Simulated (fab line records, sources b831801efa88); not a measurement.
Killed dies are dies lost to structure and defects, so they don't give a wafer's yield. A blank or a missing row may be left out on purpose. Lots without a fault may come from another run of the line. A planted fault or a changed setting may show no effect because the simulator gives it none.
fab line records | flow sky130
record lots=13 wafers=39 last_day=50
route steps=708 shown VT_ADJUST_HVTR@141 CAPM@541 VIA3@585 METAL4@635 PAD_OPEN@708
lots that met no fault: from a run of the same line without faults
start_h: hours from the record's first day to the start of the lot's first wafer shown | wait_h: hours since the lot's step before | " the same as in the row above | L1.1+2: a row that stands for several wafers | - no value, or no start given | * or withheld: withheld | < > ~ a bound
route shown NAME@n: a module of which the file shows steps, and the number in the route of the first | usual: mean/standard deviation of fault-free wafers | same: alike in all rows | chamber/n: place in a boat | sites: the reading at each site | _std_site: their standard deviation | _edge_site: outer sites' mean less inner sites' | radius_mm: how far each site lies from the wafer's centre | mask NAME#n: copy n | behind: the tool/chamber that last shaped the wafer | hold: why the lot was held/for how many hours/how that ended | device: the transistor (n, p or np) that didn't switch | end of line: the same wafers' tests at the end of the route | a step without rows: its recipe alone | killed: dies lost to structure and defects at the first sort, not the wafer's yield | map: a wafer's dies, x killed, . not, _ none there
set.NAME: the setting as run; set.NAME@STEP: as run at that earlier step | model.NAME: the simulator's own value behind a step, which no gauge read
steps of the route over a sample of lots; a table a step, a row a wafer
services: from which hour (start_h, from the record's first day; less than 0 if before it) a tool's chamber was out of use, for how many hours, and why
## steps
# step SKY_VT_ADJUST_HVTR_STRIP_10
# recipe chemistry=O2/N2 power_w=1400 pressure_mtorr=1500 platen_temp_c=withheld o2_flow_sccm=3000 n2_flow_sccm=300 overash_fraction=0.5
# usual drypump_motor_current_A=5.58/0.23 oes_product_au=0.716/0.0041 strip_time_to_endpoint_s=14.20/0.039
# columns lot.wafer tool chamber start_h wait_h drypump_motor_current_A oes_product_au rf_hours_counter_h strip_time_to_endpoint_s
L738.1 plasma_asher-01 1 204.40 0.1 5.50 0.724 9 14.16
L738.2 " 0 " " 5.82 0.717 9 14.15
L738.5 " 0 " " 5.82 0.718 - 14.13
L739.1 plasma_asher-01 0 206.94 0.1 5.83 0.718 9 14.20
L739.4 " 0 " " 5.84 0.718 - 14.18
L739.5 " 0 " " 5.81 0.718 - 14.18
L740.1 plasma_asher-01 1 218.99 0.1 5.52 0.714 10 14.17
L740.3 " 1 " " 5.53 0.715 - 14.16
L740.5 " 1 " " 5.54 0.719 - 14.17
L741.1 plasma_asher-01 0 227.89 0.1 5.82 0.713 11 14.27
L741.4 " 1 " " 5.52 0.707 - 14.25
L741.5 " 1 " " 5.53 0.711 - 14.30
L742.3 plasma_asher-01 0 233.73 0.1 5.84 0.714 - 14.24
L742.4 " 1 " " 5.52 0.714 - 14.19
L742.6 " 1 " " 5.52 0.712 - 14.17
L743.2 plasma_asher-02 1 240.85 0.1 5.46 0.717 42 14.16
L743.4 " 1 " " 5.46 0.718 - 14.18
L743.5 " 1 " " 5.46 0.716 - 14.20
L746.1 plasma_asher-04 0 263.09 0.1 5.10 0.720 61 14.23
L746.3 " 1 " " 5.73 0.716 - 14.23
L746.5 " 0 " " 5.12 0.715 - 14.24
L751.1 plasma_asher-01 1 298.79 0.1 5.53 0.710 19 14.23
L751.2 " 0 " " 5.81 0.717 19 14.18
L751.4 " 0 " " 5.82 0.713 - 14.22
L752.2 plasma_asher-02 0 302.34 0.1 5.72 0.716 49 14.18
L752.3 " 1 " " 5.42 0.723 - 14.18
L752.6 " 0 " " 5.69 0.711 - 14.23
L753.3 plasma_asher-02 0 314.27 0.1 5.69 0.722 - 14.16
L753.4 " 1 " " 5.43 0.723 - 14.17
L753.5 " 1 " " 5.44 0.711 - 14.13
L754.2 plasma_asher-04 0 322.20 0.1 5.12 0.722 63 14.27
L754.3 " 0 " " 5.13 0.719 - 14.27
L754.4 " 1 " " 5.71 0.717 - 14.29
L755.2 plasma_asher-01 0 343.79 0.1 5.81 0.713 24 14.22
L755.4 " 0 " " 5.82 0.718 - 14.21
L755.5 " 0 " " 5.84 0.715 - 14.19
L758.2 plasma_asher-01 0 355.14 0.1 5.83 0.711 25 14.22
L758.3 " 0 " " 5.83 0.718 - 14.20
L758.5 " 0 " " 5.82 0.709 - 14.19
# step SKY_CAPM_THK_MEAS_04
# recipe thk_meas_gauge=xrf reads=TiN_of_CAPM_SPUTTER_02
# usual CAPM_TIN_THK=199.2/2.8
# columns lot.wafer tool chamber start_h wait_h CAPM_TIN_THK[nm]
L738.1 film_metro-02 - 847.06 0.1 202.6
L738.2 " - " " 199.3
L738.5 " - " " 201.1
L739.1 film_metro-04 - 849.78 0.1 200.2
L739.4 " - " " 201.0
L739.5 " - " " 202.6
L740.1 film_metro-02 - 866.32 0.1 200.7
L740.3 " - " " 203.0
L740.5 " - " " 204.7
L741.1 film_metro-03 - 879.57 0.1 201.2
L741.4 " - " " 203.6
L741.5 " - " " 205.1
L743.2 film_metro-04 - 893.96 0.1 195.6
L743.4 " - " " 194.6
L743.5 " - " " 192.0
L742.3 film_metro-04 - 896.30 0.1 195.9
L742.4 " - " " 196.0
L742.6 " - " " 196.4
L746.1 film_metro-03 - 913.76 0.1 199.7
L746.3 " - " " 197.1
L746.5 " - " " 200.0
L751.1 film_metro-04 - 954.72 0.1 197.1
L751.2 " - " " 198.6
L751.4 " - " " 199.9
L752.2 film_metro-04 - 956.17 0.1 199.4
L752.3 " - " " 200.7
L752.6 " - " " 200.3
L753.3 film_metro-03 - 963.00 0.1 205.2
L753.4 " - " " 201.5
L753.5 " - " " 204.5
L754.2 film_metro-04 - 971.38 0.1 196.4
L754.3 " - " " 193.0
L754.4 " - " " 196.3
L755.2 film_metro-03 - 994.36 0.1 199.5
L755.4 " - " " 201.4
L755.5 " - " " 198.9
L758.2 film_metro-03 - 994.96 0.1 200.5
L758.3 " - " " 200.7
L758.5 " - " " 198.5
# step SKY_VIA3_CD_MEAS_12
# recipe target_cd_nm=200
# usual cd_nm=199.9/1.5
# columns lot.wafer tool chamber start_h wait_h cd_nm
L738.1 cd_sem-02 - 925.44 - 200.4
L738.2 " - " " 198.6
L738.5 " - " " 198.3
L739.1 cd_sem-02 - 929.11 - 200.3
L739.4 " - " " 200.7
L739.5 " - " " 200.0
L740.1 cd_sem-02 - 943.83 - 198.0
L740.3 " - " " 197.9
L740.5 " - " " 197.4
L741.1 cd_sem-01 - 957.08 - 201.2
L741.4 " - " " 200.6
L741.5 " - " " 200.5
L743.2 cd_sem-01 - 970.86 - 198.9
L743.4 " - " " 198.7
L743.5 " - " " 198.8
L742.3 cd_sem-02 - 972.32 - 200.9
L742.4 " - " " 201.4
L742.6 " - " " 201.7
L746.1 cd_sem-02 - 987.99 - 197.1
L746.3 " - " " 198.3
L746.5 " - " " 197.7
L751.1 cd_sem-01 - 1026.71 - 200.8
L751.2 " - " " 200.8
L751.4 " - " " 201.0
L752.2 cd_sem-01 - 1027.51 - 200.8
L752.3 " - " " 201.7
L752.6 " - " " 200.8
L753.3 cd_sem-01 - 1034.83 - 198.9
L753.4 " - " " 198.2
L753.5 " - " " 198.9
L754.2 cd_sem-01 - 1042.98 - 201.1
L754.3 " - " " 199.8
L754.4 " - " " 198.2
L755.2 cd_sem-01 - 1063.28 - 201.0
L755.4 " - " " 200.4
L755.5 " - " " 200.3
L758.2 cd_sem-02 - 1065.21 - 199.9
L758.3 " - " " 199.0
L758.5 " - " " 197.9
# step SKY_METAL4_STRIP_19
# recipe chemistry=O2/N2 power_w=1400 pressure_mtorr=1500 platen_temp_c=withheld o2_flow_sccm=3000 n2_flow_sccm=300 overash_fraction=0.5
# usual drypump_motor_current_A=5.6/0.43 oes_product_au=0.504/0.0059 strip_time_to_endpoint_s=6.57/0.082
# columns lot.wafer tool chamber start_h wait_h drypump_motor_current_A oes_product_au rf_hours_counter_h strip_time_to_endpoint_s
L738.1 plasma_asher-01 1 977.82 0.1 5.5 0.497 84 6.50
L738.2 " 0 " " 5.8 0.501 84 6.53
L738.5 " 0 " " 5.8 0.498 - 6.49
L739.1 plasma_asher-04 0 981.00 0.3 5.1 0.514 24 6.73
L739.4 " 1 " " 5.7 0.512 - 6.71
L739.5 " 0 " " 5.1 0.501 - 6.63
L740.1 plasma_asher-04 1 994.07 0.1 5.7 0.505 25 6.51
L740.3 " 0 " " 5.1 0.494 - 6.50
L740.5 " 0 " " 5.1 0.494 - 6.56
L741.1 plasma_asher-01 0 1007.63 0.1 5.8 0.518 87 6.64
L741.4 " 0 " " 5.8 0.507 - 6.68
L741.5 " 0 " " 5.8 0.504 - 6.62
L743.2 plasma_asher-01 0 1020.29 0.1 5.8 0.495 88 6.50
L743.4 " 0 " " 5.8 0.501 - 6.54
L743.5 " 0 " " 5.8 0.504 - 6.52
L742.3 plasma_asher-04 0 1021.63 0.1 5.1 0.502 - 6.58
L742.4 " 1 " " 5.7 0.514 - 6.67
L742.6 " 1 " " 5.7 0.500 - 6.58
L746.1 plasma_asher-04 0 1038.53 0.1 5.1 0.511 29 6.54
L746.3 " 0 " " 5.1 0.512 - 6.59
L746.5 " 0 " " 5.1 0.499 - 6.45
L751.1 plasma_asher-03 0 1072.48 0.1 6.5 0.504 63 6.57
L751.2 " 1 " " 5.0 0.503 63 6.52
L751.4 " 1 " " 5.0 0.505 - 6.58
L752.2 plasma_asher-01 0 1074.32 0.1 5.8 0.501 95 6.53
L752.3 " 1 " " 5.5 0.507 - 6.65
L752.6 " 1 " " 5.5 0.510 - 6.53
L753.3 plasma_asher-01 1 1081.81 0.1 5.5 0.507 - 6.68
L753.4 " 0 " " 5.8 0.513 - 6.72
L753.5 " 1 " " 5.5 0.502 - 6.55
L754.2 plasma_asher-01 0 1088.74 0.1 5.8 0.507 97 6.54
L754.3 " 1 " " 5.5 0.501 - 6.54
L754.4 " 0 " " 5.8 0.500 - 6.47
L755.2 plasma_asher-03 1 1106.38 0.1 5.0 0.511 67 6.62
L755.4 " 1 " " 5.0 0.503 - 6.60
L755.5 " 1 " " 5.0 0.504 - 6.62
L758.2 plasma_asher-04 1 1109.52 0.1 5.7 0.511 35 6.68
L758.3 " 0 " " 5.1 0.501 - 6.54
L758.5 " 0 " " 5.1 0.507 - 6.64
# step SKY_PAD_OPEN_PROBE_99
# usual killed_at_M0_to_M3=44/6.9 killed_at_M4_up=3.3/1.8 killed_at_contacts=24/5 killed_at_front_end=16/4.6 killed_at_other=0.2/0.42 killed_dies=88/9.2 killed_open=48/7.3 killed_short=40/6.5
# same gross_dies=492 killed_at_back_side=0
# columns lot.wafer tool chamber start_h wait_h killed_at_M0_to_M3 killed_at_M4_up killed_at_contacts killed_at_front_end killed_at_other killed_dies killed_open killed_short
L740.1 prober-01 - 1087.08 0.1 39 3 23 74 1 140 32 46
L740.3 prober-01 - 1087.18 0.2 47 5 26 70 0 148 43 46
L740.5 prober-01 - 1087.28 0.2 41 6 27 75 0 149 46 39
L741.1 prober-02 - 1099.57 0.1 41 5 20 13 0 79 35 44
L741.4 prober-02 - 1099.72 0.2 42 7 21 73 1 144 28 56
L741.5 prober-02 - 1099.77 0.2 31 4 20 79 0 134 34 37
L742.3 prober-02 - 1112.29 0.2 35 3 25 19 0 82 44 38
L742.4 prober-02 - 1112.34 0.2 40 4 19 75 0 138 44 37
L742.6 prober-02 - 1112.44 0.2 36 3 18 69 0 126 38 31
# killed by level:class
L740.1 VT_ADJUST_HVTR:unspecified=62 CONTACT:geometric_particle:open=10 METAL2:geometric_particle:short=10 VIA2:geometric_particle:open=7 VIA1:geometric_particle:short=7 POLY_GATE:geometric_particle:short=6 LI_CONTACT:geometric_particle:short=5 LI_CONTACT:geometric_particle:open=4
L740.3 VT_ADJUST_HVTR:unspecified=59 CONTACT:geometric_particle:open=11 VIA1:geometric_particle:open=9 METAL1:geometric_particle:short=7 VIA3:geometric_particle:open=6 VIA1:geometric_particle:short=6 VIA2:geometric_particle:open=5 LOCAL_INTERCONNECT:geometric_particle:short=5
L740.5 VT_ADJUST_HVTR:unspecified=64 CONTACT:geometric_particle:open=13 VIA3:geometric_particle:open=9 CONTACT:geometric_particle:short=7 VIA1:geometric_particle:open=7 METAL2:geometric_particle:short=7 METAL1:geometric_particle:short=6 POLY_GATE:geometric_particle:open=4
L741.1 CONTACT:geometric_particle:open=8 METAL1:geometric_particle:short=7 LOCAL_INTERCONNECT:geometric_particle:short=5 METAL4:geometric_particle:short=5 VIA2:geometric_particle:open=5 FIELD_ISO:geometric_particle:open=4 VIA1:geometric_particle:open=4 VIA3:geometric_particle:open=4
L741.4 VT_ADJUST_HVTR:unspecified=60 POLY_GATE:geometric_particle:short=7 METAL1:geometric_particle:short=7 VIA1:geometric_particle:open=7 LOCAL_INTERCONNECT:geometric_particle:short=6 CONTACT:geometric_particle:open=6 VIA1:geometric_particle:short=6 METAL2:geometric_particle:short=5
L741.5 VT_ADJUST_HVTR:unspecified=63 CONTACT:geometric_particle:open=10 VIA1:geometric_particle:open=5 FIELD_ISO:geometric_particle:open=4 VIA1:geometric_particle:short=4 METAL1:geometric_particle:short=4 VIA2:geometric_particle:open=4 METAL3:geometric_particle:short=4
L742.3 CONTACT:geometric_particle:open=9 VIA1:geometric_particle:open=7 CONTACT:geometric_particle:short=6 METAL1:geometric_particle:short=6 FIELD_ISO:geometric_particle:open=5 METAL2:geometric_particle:short=5 POLY_GATE:geometric_particle:short=4 LI_CONTACT:geometric_particle:open=4
L742.4 VT_ADJUST_HVTR:unspecified=56 VIA2:geometric_particle:open=9 CONTACT:geometric_particle:open=8 FIELD_ISO:geometric_particle:open=5 LI_CONTACT:geometric_particle:open=5 VIA1:geometric_particle:short=5 VIA3:geometric_particle:open=5 FIELD_ISO:geometric_particle:short=4
L742.6 VT_ADJUST_HVTR:unspecified=56 CONTACT:geometric_particle:open=6 VIA1:geometric_particle:open=6 VIA2:geometric_particle:open=6 LI_CONTACT:geometric_particle:open=5 POLY_GATE:geometric_particle:open=4 METAL2:geometric_particle:short=4 VIA3:geometric_particle:open=4
## services
# columns tool chamber start_h hours kind
plasma_asher-04 - 188.82 1.0 repair
plasma_asher-03 - 248.73 0.6 repair
plasma_asher-04 - 255.45 0.8 repair
plasma_asher-04 - 277.09 31.9 repair
plasma_asher-01 - 363.88 1.3 repair
plasma_asher-03 - 398.08 4.0 repair
plasma_asher-03 - 421.25 9.0 pm
plasma_asher-04 - 466.99 4.4 repair
plasma_asher-02 - 513.27 4.5 repair
plasma_asher-04 - 577.74 1.3 repair
plasma_asher-04 - 606.64 2.8 pm
plasma_asher-01 - 614.40 28.1 pm
plasma_asher-01 - 671.51 0.3 repair
plasma_asher-04 - 733.75 9.0 pm
plasma_asher-02 - 757.50 0.7 repair
plasma_asher-02 - 804.33 2.8 pm
plasma_asher-04 - 850.34 1.8 repair
plasma_asher-02 - 889.13 4.6 repair
plasma_asher-01 - 926.37 9.3 repair
plasma_asher-04 - 969.31 1.4 repair
plasma_asher-04 - 1045.34 14.6 pm
plasma_asher-02 - 1055.35 9.0 pm
plasma_asher-04 - 1065.75 1.9 repair
plasma_asher-04 - 1072.80 6.1 repair
## key
first_sign step=SKY_PAD_OPEN_PROBE_99 reading=killed_at_front_end direction=up sigmas=13 usual=16 struck=74
effect step=SKY_PAD_OPEN_PROBE_99 reading=killed_dies direction=up sigmas=5.6 usual=88 struck=140
met_at SKY_VT_ADJUST_HVTR_STRIP_10
struck_lots L740,L741,L742
struck_wafers L740.1,L740.3,L740.5,L741.4,L741.5,L742.4,L742.6
tester_left_out L740,L741,L742
not_acting_at SKY_CAPM_THK_MEAS_04,SKY_VIA3_CD_MEAS_12,SKY_METAL4_STRIP_19
onset_between 204.40 218.99
fault kind=chamber_particle_source tool=plasma_asher-01 chamber=1 onset_h=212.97 steps=SKY_VT_ADJUST_HVTR_STRIP_10 rate_per_visit_cm2=1.4141 end_h=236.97
# tester_left_out: of these lots the tester's yield and bins aren't shown, on N5 and GAA mostly nor the transistor test; their killed dies are dies lost to structure and defects alone, not to doping, threshold or leakage, so they don't give the yield
